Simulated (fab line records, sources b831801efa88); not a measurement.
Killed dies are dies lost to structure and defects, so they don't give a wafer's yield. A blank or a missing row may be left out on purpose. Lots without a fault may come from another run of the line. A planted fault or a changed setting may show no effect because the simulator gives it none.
Which tool did it? | flow gf180mcu | 24 lots, 72 wafers sampled, at 5 steps of a route of 602

WHAT THE GAUGES READ, wafer by wafer
GF_MVPSD_OVL_MEAS_07. Usual: MVPSD_OVL -0.2 nm, standard deviation 1.4.
lot  | measured     | on         | MVPSD_OVL (nm) | flag
L074 | day 5 00:58  | overlay-01 | 1.3 0.7 0.1    |
L075 | day 5 07:07  | overlay-01 | 0.6 -0.4 -1.3  |
L076 | day 5 14:25  | overlay-01 | 1.1 -0.5 0.5   |
L077 | day 5 18:37  | overlay-02 | -0.8 -0.4 -1.6 |
L078 | day 6 00:22  | overlay-01 | 1.4 0.8 0.3    |
L079 | day 6 06:22  | overlay-01 | -1.3 -0.4 -1.8 |
L080 | day 6 12:58  | overlay-02 | -2.9 -1.5 -1.2 |
L081 | day 6 21:19  | overlay-02 | -0.1 -2.7 -2.7 |
L082 | day 7 03:34  | overlay-02 | -1.4 -0.6 -2.2 |
L083 | day 7 09:37  | overlay-01 | 1.6 3.4 -0.6   |
L084 | day 7 12:46  | overlay-01 | -0.3 -2.5 0.5  |
L085 | day 7 16:43  | overlay-01 | -0.1 1.1 -0.3  |
L086 | day 8 01:52  | overlay-02 | 0.5 -1.4 0.1   |
L087 | day 8 06:04  | overlay-01 | 0.3 -0.5 -0.8  |
L088 | day 8 11:11  | overlay-02 | 1.5 2.6 2.8    |
L089 | day 8 21:34  | overlay-02 | -0.7 -0.3 -1.7 |
L090 | day 9 02:49  | overlay-01 | 2.1 4.3 3.7    |
L091 | day 9 06:29  | overlay-01 | -0.2 -0.9 -2.2 |
L092 | day 9 11:58  | overlay-01 | 0.4 2.4 1.2    |
L093 | day 9 18:01  | overlay-02 | -1.0 -0.3 -1.6 |
L094 | day 10 00:49 | overlay-02 | 0.7 -2.1 0.4   |
L095 | day 10 07:10 | overlay-02 | -0.3 0.4 -0.6  |
L096 | day 10 13:55 | overlay-01 | 0.0 -2.4 0.5   |
L097 | day 10 18:21 | overlay-01 | 0.4 1.8 0.3    |

GF_DUAL_GATE_THK_MEAS_03. Usual: DUAL_GATE_OXIDATION_00_THK 11.12 nm, standard deviation 0.21.
lot  | measured     | on            | DUAL_GATE_OXIDATION_00_THK (nm) | flag
L074 | day 7 15:27  | film_metro-02 | 10.72 10.78 10.76               |
L075 | day 8 02:13  | film_metro-02 | 11.08 11.13 11.12               |
L076 | day 8 07:29  | film_metro-04 | 10.89 10.97 11.00               |
L077 | day 8 11:50  | film_metro-04 | 10.75 10.72 10.78               |
L078 | day 8 18:08  | film_metro-02 | 11.20 11.02 11.24               |
L079 | day 9 02:59  | film_metro-02 | 11.10 11.17 11.01               |
L080 | day 9 09:46  | film_metro-01 | 10.96 10.99 10.91               |
L081 | day 9 17:54  | film_metro-01 | 10.96 11.10 11.14               |
L082 | day 10 01:08 | film_metro-02 | 10.96 10.94 11.01               |
L083 | day 10 07:49 | film_metro-04 | 11.60 11.56 11.55               |
L084 | day 10 10:38 | film_metro-04 | 11.14 11.20 11.25               |
L085 | day 10 15:23 | film_metro-04 | 11.12 11.09 11.20               |
L086 | day 11 02:58 | film_metro-04 | 10.92 11.07 11.15               |
L087 | day 11 05:58 | film_metro-01 | 10.80 10.95 10.89               |
L088 | day 11 16:35 | film_metro-02 | 11.23 11.09 11.17               |
L089 | day 11 23:41 | film_metro-02 | 11.16 11.07 11.16               |
L090 | day 12 07:28 | film_metro-04 | 10.94 11.07 11.16               |
L091 | day 12 10:08 | film_metro-02 | 11.41 11.56 11.53               |
L092 | day 12 16:43 | film_metro-04 | 11.02 11.06 11.00               |
L093 | day 12 21:50 | film_metro-04 | 11.22 11.36 11.33               |
L094 | day 13 06:41 | film_metro-01 | 11.41 11.21 11.28               |
L095 | day 13 13:16 | film_metro-02 | 11.03 11.06 11.19               |
L096 | day 13 21:53 | film_metro-02 | 11.10 11.32 11.35               |
L097 | day 14 02:47 | film_metro-01 | 11.12 11.29 11.33               |

GF_DUAL_GATE_OVL_MEAS_11. Usual: DUAL_GATE_OVL 0.4 nm, standard deviation 1.4.
lot  | measured     | on         | DUAL_GATE_OVL (nm) | flag
L074 | day 8 06:55  | overlay-02 | 2.0 1.5 2.4        |
L075 | day 8 17:50  | overlay-02 | -0.1 0.1 -0.7      |
L076 | day 8 23:34  | overlay-02 | -2.3 -1.1 -0.6     |
L077 | day 9 04:22  | overlay-02 | -1.2 -1.0 -0.3     |
L078 | day 9 10:47  | overlay-01 | 0.3 0.7 1.4        |
L079 | day 9 20:22  | overlay-02 | 1.3 0.5 -1.3       |
L080 | day 10 02:25 | overlay-02 | 1.5 0.7 2.6        |
L081 | day 10 11:25 | overlay-01 | 0.0 0.2 0.2        |
L082 | day 10 19:13 | overlay-02 | 3.2 0.7 1.6        |
L083 | day 11 01:41 | overlay-02 | 0.8 0.6 -0.1       |
L084 | day 11 04:43 | overlay-02 | -2.2 -3.1 -1.2     |
L085 | day 11 09:58 | overlay-02 | -1.7 -1.9 0.2      |
L086 | day 11 21:40 | overlay-01 | 1.3 3.9 1.1        |
L087 | day 12 00:30 | overlay-01 | -0.2 0.9 0.4       |
L088 | day 12 11:25 | overlay-01 | 0.1 -2.0 -0.5      |
L089 | day 12 18:49 | overlay-01 | 0.5 0.6 2.5        |
L090 | day 13 02:49 | overlay-01 | -0.1 2.0 1.5       |
L091 | day 13 05:40 | overlay-02 | -1.2 -0.6 0.5      |
L092 | day 13 12:25 | overlay-02 | 0.4 2.7 0.3        |
L093 | day 13 17:27 | overlay-01 | 0.9 1.6 -1.1       |
L094 | day 14 02:58 | overlay-02 | 1.9 2.0 0.5        |
L095 | day 14 10:10 | overlay-02 | 2.4 2.0 2.2        |
L096 | day 14 17:56 | overlay-01 | 3.4 1.1 1.0        |
L097 | day 14 23:34 | overlay-02 | -1.4 -1.6 -1.9     |

GF_V3_THK_MEAS_01. Usual: V3_CVD_00_THK 597 nm, standard deviation 5.2.
lot  | measured     | on            | V3_CVD_00_THK (nm) | flag
L074 | day 21 15:17 | film_metro-01 | 602 598 597        |
L075 | day 21 18:25 | film_metro-02 | 588 590 595        |
L076 | day 22 07:00 | film_metro-01 | 596 600 601        |
L077 | day 22 12:23 | film_metro-02 | 587 591 584        |
L078 | day 22 19:21 | film_metro-04 | 603 606 601        |
L079 | day 23 06:10 | film_metro-04 | 594 598 599        |
L080 | day 23 15:52 | film_metro-04 | 588 593 588        |
L081 | day 24 03:03 | film_metro-02 | 600 601 600        |
L082 | day 24 16:08 | film_metro-04 | 596 607 597        |
L083 | day 24 18:20 | film_metro-01 | 597 598 597        |
L084 | day 25 01:58 | film_metro-04 | 602 597 611        |
L085 | day 25 11:41 | film_metro-02 | 598 598 600        |
L086 | day 25 20:19 | film_metro-02 | 592 593 592        |
L087 | day 25 23:30 | film_metro-02 | 606 593 592        |
L088 | day 26 11:49 | film_metro-01 | 594 596 591        |
L089 | day 26 17:53 | film_metro-01 | 593 601 597        |
L090 | day 27 03:41 | film_metro-02 | 597 595 596        |
L091 | day 27 06:31 | film_metro-02 | 596 599 599        |
L092 | day 27 12:50 | film_metro-01 | 599 584 584        |
L093 | day 27 17:08 | film_metro-04 | 604 602 601        |
L094 | day 28 01:45 | film_metro-01 | 605 603 604        |
L095 | day 28 07:52 | film_metro-02 | 599 594 596        |
L096 | day 28 16:47 | film_metro-02 | 596 595 593        |
L097 | day 28 20:20 | film_metro-01 | 599 601 601        |

GF_V3_CD_MEAS_14: target cd 260 nm. Usual: cd_nm 259.6 nm, standard deviation 1.2.
lot  | measured     | on        | cd_nm (nm)        | flag
L074 | day 22 15:04 | cd_sem-02 | 257.8 257.6 257.8 |
L075 | day 22 18:12 | cd_sem-02 | 260.7 260.1 261.0 |
L076 | day 23 06:15 | cd_sem-02 | 260.2 260.9 261.7 |
L077 | day 23 11:54 | cd_sem-01 | 258.3 259.6 258.6 |
L078 | day 23 18:34 | cd_sem-02 | 258.6 259.6 259.9 |
L079 | day 24 05:21 | cd_sem-02 | 261.3 261.9 260.7 |
L080 | day 24 14:46 | cd_sem-01 | 259.2 258.9 259.8 |
L081 | day 25 01:28 | cd_sem-02 | 260.4 259.9 259.5 |
L082 | day 25 14:42 | cd_sem-02 | 260.6 260.5 260.8 |
L083 | day 25 16:29 | cd_sem-01 | 260.5 259.0 258.5 |
L084 | day 25 23:07 | cd_sem-02 | 258.1 258.0 258.5 |
L085 | day 26 09:13 | cd_sem-02 | 260.9 261.7 260.8 |
L086 | day 26 17:36 | cd_sem-01 | 258.1 259.5 258.1 |
L087 | day 26 19:58 | cd_sem-02 | 260.6 260.7 259.1 |
L088 | day 27 09:16 | cd_sem-01 | 260.6 259.2 259.9 |
L089 | day 27 15:01 | cd_sem-02 | 259.2 260.5 259.9 |
L090 | day 27 23:41 | cd_sem-01 | 258.2 257.9 257.0 |
L091 | day 28 02:01 | cd_sem-01 | 258.4 258.0 258.2 |
L092 | day 28 09:05 | cd_sem-01 | 261.9 259.9 260.9 |
L093 | day 28 13:43 | cd_sem-02 | 259.2 259.2 259.0 |
L094 | day 28 21:52 | cd_sem-02 | 258.6 259.3 258.1 |
L095 | day 29 04:21 | cd_sem-02 | 258.7 259.2 257.8 |
L096 | day 29 12:37 | cd_sem-01 | 261.0 262.0 260.4 |
L097 | day 29 16:16 | cd_sem-01 | 260.3 259.0 259.9 |

WHICH TOOL RAN EACH LOT (tool, then ch and the chambers of the sampled wafers, then the start)
The record holds no process step before these readings.

WHAT THE TOOLS THEMSELVES READ (means of the sampled wafers that have a number; where no wafer has one, the mark that the record gives instead)
The record holds no such reading with a usual standard deviation.

THE ANSWER, worked out from the rows above alone
Rule: a lot is off if the mean of its wafers that have a number lies more than 3 standard deviations from the usual mean. A lot without any number at a reading at which 4 lots or more have one is off too. The other lots that the step has rows for count as sound. The gauges are gone through in route order, then the tools' own readings, and for those a lot's mean is taken as printed above. The first step at which some lot is off is used, and at that step the reading that is off furthest; a lot without a number counts as furthest.
No lot is off at any reading shown: from this, nothing can be told.

WHAT THE SIMULATOR HAD PUT IN
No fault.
